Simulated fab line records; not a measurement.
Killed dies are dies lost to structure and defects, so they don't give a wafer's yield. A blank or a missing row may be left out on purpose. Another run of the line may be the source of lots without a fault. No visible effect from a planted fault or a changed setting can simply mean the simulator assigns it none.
What tool caused it? + flow gf180mcu + 34 wafers from 12 lots sampled at 7 of the route's 602 steps

## WHAT EACH GAUGE READ, for each wafer
GF_V5_RS_MEAS_24: a four-point-probe measurement.
| lot  | measured     | on            | V5_W_RS (ohm/sq)  |
|------|--------------|---------------|-------------------|
| L880 | day 28 00:37 | film_metro-02 | 0.326 0.317 0.323 |
| L879 | day 28 04:59 | film_metro-01 | 0.327 0.317 0.326 |
| L883 | day 28 07:30 | film_metro-04 | 0.316 0.312 0.324 |
| L884 | day 28 08:16 | film_metro-01 | 0.333 0.322 0.320 |
| L885 | day 28 13:34 | film_metro-04 | 0.335 0.327 0.330 |
| L887 | day 29 03:34 | film_metro-04 | 0.328 0.330 0.332 |
| L889 | day 29 20:09 | film_metro-01 | 0.547 0.548       |
| L892 | day 30 17:20 | film_metro-04 | 0.327 0.551       |
| L893 | day 30 19:56 | film_metro-01 | 0.570 0.331 0.325 |
| L895 | day 31 13:46 | film_metro-04 | 0.322 0.317 0.318 |
| L900 | day 32 22:11 | film_metro-02 | 0.323 0.317 0.323 |
| L902 | day 33 06:22 | film_metro-01 | 0.323 0.326 0.321 |

GF_V5_THK_MEAS_25: measures by xrf.
| lot  | measured     | on            | V5_W_THK (nm) |
|------|--------------|---------------|---------------|
| L880 | day 28 00:44 | film_metro-02 | 357 364 356   |
| L879 | day 28 05:06 | film_metro-01 | 347 358 348   |
| L883 | day 28 07:37 | film_metro-04 | 354 358 348   |
| L884 | day 28 08:22 | film_metro-01 | 340 349 353   |
| L885 | day 28 13:40 | film_metro-04 | 334 343 340   |
| L887 | day 29 03:41 | film_metro-04 | 340 339 336   |
| L889 | day 29 20:16 | film_metro-01 | 209 207       |
| L892 | day 30 17:27 | film_metro-04 | 343 205       |
| L893 | day 30 20:02 | film_metro-01 | 200 341 346   |
| L895 | day 31 13:53 | film_metro-04 | 351 355 357   |
| L900 | day 32 22:18 | film_metro-02 | 353 359 355   |
| L902 | day 33 06:28 | film_metro-01 | 344 341 347   |

GF_PASSIVATION_THK_MEAS_03.
| lot  | measured     | on            | PASSIVATION_CVD_02_THK (nm) |
|------|--------------|---------------|-----------------------------|
| L880 | day 28 23:56 | film_metro-01 | 693 699 704                 |
| L879 | day 29 04:28 | film_metro-02 | 690 713 698                 |
| L883 | day 29 07:17 | film_metro-02 | 690 686 700                 |
| L884 | day 29 07:42 | film_metro-03 | 692 686 704                 |
| L885 | day 29 12:45 | film_metro-02 | 693 695 706                 |
| L887 | day 30 01:32 | film_metro-02 | 701 706 714                 |
| L889 | day 30 16:50 | film_metro-03 | 701 700                     |
| L892 | day 31 13:15 | film_metro-02 | 681 709                     |
| L893 | day 31 15:02 | film_metro-01 | 699 712 705                 |
| L895 | day 32 07:47 | film_metro-01 | 686 699 704                 |
| L900 | day 33 14:41 | film_metro-03 | 691 696 709                 |
| L902 | day 33 23:32 | film_metro-03 | 686 707 689                 |

## WHICH TOOL RAN EACH LOT (tool, then ch and the chambers of the sampled wafers, then the start)
| lot  | GF_MIM_SPUTTER_09            | GF_V5_ETCH_17                                 | GF_V5_CVD_23                  | GF_V5_CMP_26                  |
|------|------------------------------|-----------------------------------------------|-------------------------------|-------------------------------|
| L880 | pvd_sputter-03, day 25 03:19 | rie_diel-01 ch 1,3, day 28 00:30 or earlier   | cvd_w-02 ch 0,1, day 28 00:30 | cmp-01 ch 0,1,3, day 28 00:47 |
| L879 | pvd_sputter-03, day 25 07:34 | rie_diel-01 ch 0,2, day 28 04:52 or earlier   | cvd_w-02 ch 0,1, day 28 04:52 | cmp-01 ch 1,3, day 28 05:29   |
| L883 | pvd_sputter-01, day 25 09:40 | rie_diel-04 ch 1,3, day 28 07:22 or earlier   | cvd_w-02 ch 0,1, day 28 07:22 | cmp-01 ch 1,3, day 28 07:45   |
| L884 | pvd_sputter-04, day 25 11:46 | rie_diel-02 ch 1,2,3, day 28 08:09 or earlier | cvd_w-02 ch 0,1, day 28 08:09 | cmp-01 ch 1,2, day 28 08:24   |
| L885 | pvd_sputter-01, day 25 18:23 | rie_diel-01 ch 0,1,2, day 28 13:27 or earlier | cvd_w-01 ch 0,1, day 28 13:27 | cmp-01 ch 0,2,3, day 28 13:46 |
| L887 | pvd_sputter-04, day 26 07:16 | rie_diel-01 ch 0,1,3, day 29 03:20 or earlier | cvd_w-01 ch 0, day 29 03:20   | cmp-01 ch 1,2,3, day 29 03:44 |
| L889 | pvd_sputter-04, day 27 00:46 | rie_diel-01 ch 0,1, day 29 20:01 or earlier   | cvd_w-01 ch 0, day 29 20:01   | cmp-01 ch 2,3, day 29 20:22   |
| L892 | pvd_sputter-03, day 28 02:26 | rie_diel-01 ch 1,3, day 30 17:13 or earlier   | cvd_w-01 ch 0, day 30 17:13   | cmp-02 ch 1,2, day 30 17:31   |
| L893 | pvd_sputter-01, day 28 06:28 | rie_diel-01 ch 0,2,3, day 30 19:49 or earlier | cvd_w-01 ch 0,1, day 30 19:49 | cmp-02 ch 2,3, day 30 20:08   |
| L895 | pvd_sputter-03, day 29 03:07 | rie_diel-04 ch 0,2, day 31 13:40 or earlier   | cvd_w-02 ch 0,1, day 31 13:40 | cmp-02 ch 1,2,3, day 31 14:02 |
| L900 | pvd_sputter-04, day 30 15:41 | rie_diel-02 ch 0,1,2, day 32 22:04 or earlier | cvd_w-02 ch 0,1, day 32 22:04 | cmp-01 ch 0,1,3, day 32 22:21 |
| L902 | pvd_sputter-03, day 31 04:16 | rie_diel-04 ch 2,3, day 33 06:15 or earlier   | cvd_w-02 ch 0,1, day 33 06:15 | cmp-01 ch 2,3, day 33 06:31   |
- GF_MIM_SPUTTER_09: material TiN, target thk 35 nm, time 29.2 s.
- GF_V5_ETCH_17: etches SiO2 in C4F8/O2/Ar, stops on TiN, target depth 855 nm.
- GF_V5_CVD_23: deposits W, target thk 350 nm, time 104.9 s.
- GF_V5_CMP_26: polishes, stops on SiO2, t overpolish 15 s, target thk 0 nm.

## AS READ BY THE TOOLS THEMSELVES (means over the sampled wafers that have a number; for cases with no such wafer, the mark the record gives instead)
GF_MIM_SPUTTER_09.
| lot  | tool           | throttle_valve_pct (%) |
|------|----------------|------------------------|
| L880 | pvd_sputter-03 | 31.4                   |
| L879 | pvd_sputter-03 | 30.5                   |
| L883 | pvd_sputter-01 | 31.0                   |
| L884 | pvd_sputter-04 | 31.7                   |
| L885 | pvd_sputter-01 | 31.5                   |
| L887 | pvd_sputter-04 | 30.1                   |
| L889 | pvd_sputter-04 | 30.8                   |
| L892 | pvd_sputter-03 | 29.8                   |
| L893 | pvd_sputter-01 | 31.2                   |
| L895 | pvd_sputter-03 | 30.6                   |
| L900 | pvd_sputter-04 | 31.3                   |
| L902 | pvd_sputter-03 | 31.8                   |

GF_V5_ETCH_17.
| lot  | tool        | oes_product_au (a.u.) |
|------|-------------|-----------------------|
| L880 | rie_diel-01 | 0.859                 |
| L879 | rie_diel-01 | 0.860                 |
| L883 | rie_diel-04 | 0.860                 |
| L884 | rie_diel-02 | 0.861                 |
| L885 | rie_diel-01 | 0.861                 |
| L887 | rie_diel-01 | 0.856                 |
| L889 | rie_diel-01 | 0.858                 |
| L892 | rie_diel-01 | 0.863                 |
| L893 | rie_diel-01 | 0.860                 |
| L895 | rie_diel-04 | 0.859                 |
| L900 | rie_diel-02 | 0.858                 |
| L902 | rie_diel-04 | 0.862                 |

GF_V5_CVD_23.
| lot  | tool     | heater_power_w (W) |
|------|----------|--------------------|
| L880 | cvd_w-02 | 843                |
| L879 | cvd_w-02 | 834                |
| L883 | cvd_w-02 | 871                |
| L884 | cvd_w-02 | 868                |
| L885 | cvd_w-01 | 955                |
| L887 | cvd_w-01 | 1018               |
| L889 | cvd_w-01 | 1011               |
| L892 | cvd_w-01 | 1036               |
| L893 | cvd_w-01 | 899                |
| L895 | cvd_w-02 | 878                |
| L900 | cvd_w-02 | 842                |
| L902 | cvd_w-02 | 884                |

GF_V5_CMP_26.
| lot  | tool   | motor_current_A (A) | retaining_ring_pressure_frac | time_to_endpoint_s (s) |
|------|--------|---------------------|------------------------------|------------------------|
| L880 | cmp-01 | 11.2                | 0.994                        | 88                     |
| L879 | cmp-01 | 11.7                | 1.002                        | 83                     |
| L883 | cmp-01 | 11.1                | 1.004                        | 90                     |
| L884 | cmp-01 | 10.3                | 1.001                        | 85                     |
| L885 | cmp-01 | 10.9                | 0.999                        | 86                     |
| L887 | cmp-01 | 10.5                | 0.996                        | 81                     |
| L889 | cmp-01 | 10.4                | 0.998                        | 52                     |
| L892 | cmp-02 | 11.2                | 1.004                        | 64                     |
| L893 | cmp-02 | 12.6                | 0.994                        | 71                     |
| L895 | cmp-02 | 12.1                | 1.004                        | 84                     |
| L900 | cmp-01 | 11.2                | 1.000                        | 84                     |
| L902 | cmp-01 | 10.6                | 1.002                        | 89                     |

## THE ANSWER, worked out from the rows above alone
Rule: the usual values come from the lots themselves. Put in order of their means at a reading, lots are off if they are a third of the lots or fewer, leave a main group of 4 or more, and stand apart from it by a gap of 3 or more times the standard deviation of the main group's means; of several such gaps the widest counts. The tables above print the reading to a certain number of digits; a main group whose means all agree to those digits is not used. Also off: a lot with no number at a reading for which 4 or more lots have one. The other lots that the step has rows for count as sound. After the gauges, taken in route order, come the tools' own readings; for these a lot's mean is taken, as printed above. At the first step where some lot is off, the reading lying furthest off is the one used; lots without a number count as furthest.
Off: L889, L892, L893, at GF_V5_RS_MEAS_24 (V5_W_RS). The main group: mean 0.324 ohm/sq, standard deviation 0.0043.
A tool fits if, at a process step before that reading, it ran every lot that is off, and no sound lot after the first of them. The gauges at GF_V5_RS_MEAS_24 aren't tried: what is off there is off at GF_V5_CMP_26 too, on other tools, and a gauge's error can't cause that. GF_V5_ETCH_17 gives no start for some lots, so the hours and the order of its lots are those of GF_V5_CVD_23. Undecided on this evidence; 2 tools fit (rie_diel-01 at GF_V5_ETCH_17, cvd_w-01 at GF_V5_CVD_23).

## WHAT HAD BEEN PUT IN BY THE SIMULATOR
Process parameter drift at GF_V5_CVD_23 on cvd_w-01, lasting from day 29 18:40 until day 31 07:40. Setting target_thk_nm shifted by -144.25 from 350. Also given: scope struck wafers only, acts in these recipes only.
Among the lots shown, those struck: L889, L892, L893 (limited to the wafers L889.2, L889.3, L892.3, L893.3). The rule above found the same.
